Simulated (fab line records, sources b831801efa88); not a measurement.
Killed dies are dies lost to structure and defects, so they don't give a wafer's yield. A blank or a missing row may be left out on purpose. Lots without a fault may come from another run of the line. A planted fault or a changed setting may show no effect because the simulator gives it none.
Which tool did it? | flow sky130 | 12 lots, 36 wafers sampled, at 4 steps of a route of 708

WHAT THE GAUGES READ, wafer by wafer
SKY_VIA1_BOW_MEAS_03. Usual: VIA1_BOW 82 um, standard deviation 7.4.
lot  | measured     | on            | VIA1_BOW (um) | flag
L450 | day 32 18:24 | film_metro-04 | 86 84 94      |
L451 | day 32 21:55 | film_metro-02 | 86 82 81      |
L452 | day 33 03:31 | film_metro-02 | 68 88 92      |
L453 | day 33 20:21 | film_metro-02 | 77 89 88      |
L455 | day 34 14:17 | film_metro-04 | 77 89 85      |
L456 | day 35 03:49 | film_metro-04 | 78 74 77      |
L458 | day 35 15:47 | film_metro-04 | 69 86 86      |
L461 | day 36 12:03 | film_metro-04 | 89 85 80      |
L462 | day 36 16:03 | film_metro-04 | 77 77 66      |
L463 | day 37 07:43 | film_metro-04 | 75 77 75      |
L472 | day 39 14:29 | film_metro-02 | 83 86 71      |
L473 | day 40 09:41 | film_metro-04 | 85 83 74      |

SKY_VIA2_THK_MEAS_01. Usual: VIA2_HDPCVD_THK 1184 nm, standard deviation 17.
lot  | measured     | on            | VIA2_HDPCVD_THK (nm) | flag
L450 | day 35 04:05 | film_metro-01 | 1180 1174 1183       |
L451 | day 35 06:58 | film_metro-03 | 1186 1194 1178       |
L452 | day 35 12:11 | film_metro-01 | 1210 1191 1183       |
L453 | day 36 05:15 | film_metro-02 | 1171 1211 1169       |
L455 | day 36 21:46 | film_metro-01 | 1204 1179 1204       |
L456 | day 37 10:47 | film_metro-02 | 1193 1172 1154       |
L458 | day 37 22:16 | film_metro-03 | 1192 1180 1185       |
L461 | day 38 18:51 | film_metro-01 | 1187 1209 1188       |
L462 | day 38 21:11 | film_metro-02 | 1203 1181 1170       |
L463 | day 39 12:46 | film_metro-02 | 1166 1156 1157       |
L472 | day 41 18:23 | film_metro-01 | 1199 1179 1190       |
L473 | day 42 11:55 | film_metro-01 | 1155 1180 1180       |

WHICH TOOL RAN EACH LOT (tool, then ch and the chambers of the sampled wafers, then the start)
lot  | SKY_VIA1_STRIP_16                    | SKY_METAL2_ETCH_18
L450 | plasma_asher-02 ch 0,1, day 33 21:38 | rie_metal-01 ch 0,1, day 35 03:12
L451 | plasma_asher-02 ch 0,1, day 34 01:05 | rie_metal-03 ch 0,1, day 35 06:05
L452 | plasma_asher-02 ch 0,1, day 34 06:41 | rie_metal-04 ch 0, day 35 11:10
L453 | plasma_asher-04 ch 0,1, day 35 00:10 | rie_metal-04 ch 0,1, day 36 04:23
L455 | plasma_asher-03 ch 1, day 35 17:37   | rie_metal-04 ch 0, day 36 20:53
L456 | plasma_asher-03 ch 0, day 36 06:29   | rie_metal-01 ch 0,1, day 37 09:54
L458 | plasma_asher-04 ch 0,1, day 36 17:56 | rie_metal-03 ch 0, day 37 21:23
L461 | plasma_asher-04 ch 0,1, day 37 14:44 | rie_metal-04 ch 0,1, day 38 17:59
L462 | plasma_asher-04 ch 0,1, day 37 17:41 | rie_metal-01 ch 0, day 38 20:10
L463 | plasma_asher-03 ch 0, day 38 09:28   | rie_metal-01 ch 1, day 39 11:45
L472 | plasma_asher-03 ch 0,1, day 40 15:01 | rie_metal-04 ch 0,1, day 41 17:25
L473 | plasma_asher-03 ch 0,1, day 41 10:17 | rie_metal-04 ch 0,1, day 42 11:02
- SKY_VIA1_STRIP_16: strips in O2/N2.
- SKY_METAL2_ETCH_18: etches BARC in N2/H2, stops on SiO2, time 45.9 s, target depth 60 nm.

WHAT THE TOOLS THEMSELVES READ (means of the sampled wafers that have a number; where no wafer has one, the mark that the record gives instead)
SKY_VIA1_STRIP_16. Usual: drypump_motor_current_A 5.9 A, standard deviation 0.34; oes_product_au 0.415 a.u., standard deviation 0.0045; strip_time_to_endpoint_s 4.457 s, standard deviation 0.026.
lot  | tool            | drypump_motor_current_A (A) | oes_product_au (a.u.) | strip_time_to_endpoint_s (s) | flag
L450 | plasma_asher-02 | 5.8                         | 0.418                 | 4.431                        |
L451 | plasma_asher-02 | 5.9                         | 0.416                 | 4.481                        |
L452 | plasma_asher-02 | 5.8                         | 0.414                 | 4.465                        |
L453 | plasma_asher-04 | 5.7                         | 0.414                 | 4.452                        |
L455 | plasma_asher-03 | 6.1                         | 0.416                 | 4.472                        |
L456 | plasma_asher-03 | 5.5                         | 0.405                 | 4.403                        |
L458 | plasma_asher-04 | 6.1                         | 0.416                 | 4.475                        |
L461 | plasma_asher-04 | 5.7                         | 0.412                 | 4.442                        |
L462 | plasma_asher-04 | 6.0                         | 0.416                 | 4.438                        |
L463 | plasma_asher-03 | 5.5                         | 0.412                 | 4.465                        |
L472 | plasma_asher-03 | 5.9                         | 0.418                 | 4.480                        |
L473 | plasma_asher-03 | 5.7                         | 0.416                 | 4.450                        |

SKY_METAL2_ETCH_18. Usual: bias_w 100.04 W, standard deviation 0.27; drypump_motor_current_A 5.7 A, standard deviation 0.37; oes_product_au 0.855 a.u., standard deviation 0.0045; throttle_valve_pct 13.224 %, standard deviation 0.0092.
lot  | tool         | bias_w (W) | drypump_motor_current_A (A) | oes_product_au (a.u.) | throttle_valve_pct (%) | flag
L450 | rie_metal-01 | 100.16     | 5.2                         | 0.852                 | 13.220                 |
L451 | rie_metal-03 | 100.11     | 5.8                         | 0.856                 | 13.214                 |
L452 | rie_metal-04 | 99.93      | 5.9                         | 0.854                 | 13.213                 |
L453 | rie_metal-04 | 99.77      | 5.8                         | 0.853                 | 13.220                 |
L455 | rie_metal-04 | 100.02     | 5.9                         | 0.854                 | 13.228                 |
L456 | rie_metal-01 | 99.73      | 5.3                         | 0.852                 | 13.222                 |
L458 | rie_metal-03 | 100.24     | 5.9                         | 0.856                 | 13.221                 |
L461 | rie_metal-04 | 99.89      | 5.8                         | 0.855                 | 13.220                 |
L462 | rie_metal-01 | 99.67      | 4.9                         | 0.858                 | 13.227                 |
L463 | rie_metal-01 | 100.24     | 6.0                         | 0.856                 | 13.226                 |
L472 | rie_metal-04 | 97.29      | 5.8                         | 0.857                 | 13.224                 | OFF
L473 | rie_metal-04 | 97.13      | 5.9                         | 0.853                 | 13.224                 | OFF

THE ANSWER, worked out from the rows above alone
Rule: a lot is off if the mean of its wafers that have a number lies more than 3 standard deviations from the usual mean. A lot without any number at a reading at which 4 lots or more have one is off too. The other lots that the step has rows for count as sound. The gauges are gone through in route order, then the tools' own readings, and for those a lot's mean is taken as printed above. The first step at which some lot is off is used, and at that step the reading that is off furthest; a lot without a number counts as furthest.
Off: L472, L473, at SKY_METAL2_ETCH_18 (bias_w).
A tool fits if, at that step or a process step before it, it ran every lot that is off, and no sound lot after the first of them. Can't be told from this: 2 tools fit, plasma_asher-03 at SKY_VIA1_STRIP_16, rie_metal-04 at SKY_METAL2_ETCH_18.

WHAT THE SIMULATOR HAD PUT IN
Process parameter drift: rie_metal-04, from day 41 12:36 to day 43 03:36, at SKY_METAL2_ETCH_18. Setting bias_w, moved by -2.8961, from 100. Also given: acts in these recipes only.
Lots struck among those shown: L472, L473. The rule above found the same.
